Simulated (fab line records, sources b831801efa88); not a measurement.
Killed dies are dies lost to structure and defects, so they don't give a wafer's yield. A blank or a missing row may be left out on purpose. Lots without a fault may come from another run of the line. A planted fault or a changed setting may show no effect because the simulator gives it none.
Which tool did it? | flow sfq_line | 6 lots, 18 wafers sampled, at 1 step of a route of 325

WHAT THE GAUGES READ, wafer by wafer
SFQ_M2_RS_MEAS_914: measures by four-point-probe.
lot  | measured     | on            | M2_NB_RS (ohm/sq)
L590 | day 30 17:39 | film_metro-02 | 0.890 0.882 0.886
L596 | day 33 04:33 | film_metro-04 | 0.899 0.903 0.895
L603 | day 34 08:10 | film_metro-03 | 0.889 0.880 0.890
L605 | day 34 18:57 | film_metro-04 | 0.891 0.906 0.898
L608 | day 36 20:20 | film_metro-04 | 0.899 0.894 0.901
L610 | day 37 07:08 | film_metro-04 | 0.896 0.881 0.895

WHICH TOOL RAN EACH LOT (tool, then ch and the chambers of the sampled wafers, then the start)
The record holds no process step before these readings.

THE ANSWER, worked out from the rows above alone
Rule: what is usual is taken from the lots themselves. Put in order of their means at a reading, lots are off if they are a third of the lots or fewer, leave a main group of 4 or more, and stand apart from it by a gap of 3 or more times the standard deviation of the main group's means; of several such gaps the widest counts. A main group whose means are all the same, to the digits that the tables above print for the reading, isn't used. A lot without any number at a reading at which 4 lots or more have one is off too. The other lots that the step has rows for count as sound.
No lot is off at any reading shown: from this, nothing can be told.

WHAT THE SIMULATOR HAD PUT IN
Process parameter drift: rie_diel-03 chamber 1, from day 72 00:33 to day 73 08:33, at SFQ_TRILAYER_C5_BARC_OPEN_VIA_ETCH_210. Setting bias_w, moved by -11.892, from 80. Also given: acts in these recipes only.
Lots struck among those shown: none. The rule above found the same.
